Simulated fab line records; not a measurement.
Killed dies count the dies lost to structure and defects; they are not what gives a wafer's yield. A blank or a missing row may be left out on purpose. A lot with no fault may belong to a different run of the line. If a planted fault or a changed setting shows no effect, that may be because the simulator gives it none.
2 desks, one fault -- flow gf180mcu -- what lay behind the numbers comes last; until then each desk has only its own

## FROM THE METROLOGY DESK
Lot by lot, what the gauges showed, no matter which tool ran the lot: averages of those sampled wafers that carry a number. If a lot's mean is further than 4 standard deviations from the usual mean, the lot is out of limits and carries the mark OUT (the distance appears in the brackets).
Columns: A = cd_nm at GF_M3_CD_MEAS_14, usual 280.2 nm; B = M3_OVL at GF_M3_OVL_MEAS_15, usual 3 nm; C = V3_CVD_00_THK at GF_V3_THK_MEAS_01, usual 599 nm; D = V3_CVD_02_THK at GF_V3_THK_MEAS_03, usual 850 nm
lot,first seen here,A,B,C,D
L573,day 21 09:53,281.9,8,599,829
L578,day 23 11:13,280.0,0,599,839
L585,day 25 18:08,280.8,0,610,870
L589,day 27 01:25,280.5,-4,596,838
L591,day 27 18:36,277.9,-1,600,846
L592,day 27 23:32,282.4,6,597,830
L593,day 28 12:20,281.5,-1,597,838
This desk's verdict: no lot among the 7 shows anything out of limits.

## AT THE TOOL OWNER'S DESK: pecvd-01
The tool's own readings at GF_V3_CVD_02 (deposits SiO2 from TEOS, target thk 850 nm, time 94.851 s): means of the sampled wafers that have a number, for each lot that ran on this tool. If a lot's mean is further than 4 standard deviations from the usual mean, the lot is out of limits and carries the mark OUT (the distance appears in the brackets).
Columns: A = heater_power_w at GF_V3_CVD_02, usual 641 W; B = rf_fwd_power_W at GF_V3_CVD_02, usual 596.4 W
lot,first seen here,A,B
L585,day 25 19:05,559,598.6
L589,day 27 02:22,636,567.2 (-14) OUT
L591,day 27 19:33,637,563.7 (-16) OUT
L592,day 28 00:29,657,532.5 (-30) OUT
This desk finds L589, L591, L592 out of limits, L589 being first, at day 27 02:22 (rf_fwd_power_W at GF_V3_CVD_02). L585 stayed within limits.

## TAKEN TOGETHER
An alarm could have come from the tool owner's desk at day 27 02:22, on L589, L591, L592.
The metrology desk saw nothing out of limits.
The metrology desk has L589, L591, L592 on record, within its limits.
GF_V3_CVD_02 was run on pecvd-01 by each of the lots named.

## WHAT WAS PUT IN BY THE SIMULATOR
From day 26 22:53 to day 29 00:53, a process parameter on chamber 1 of pecvd-01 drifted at GF_V3_CVD_02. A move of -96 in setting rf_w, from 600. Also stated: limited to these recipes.
Shown lots that were struck: L589, L591, L592.
Each desk's first reading out of limits, in hours after the fault started: the tool owner's desk, 3.
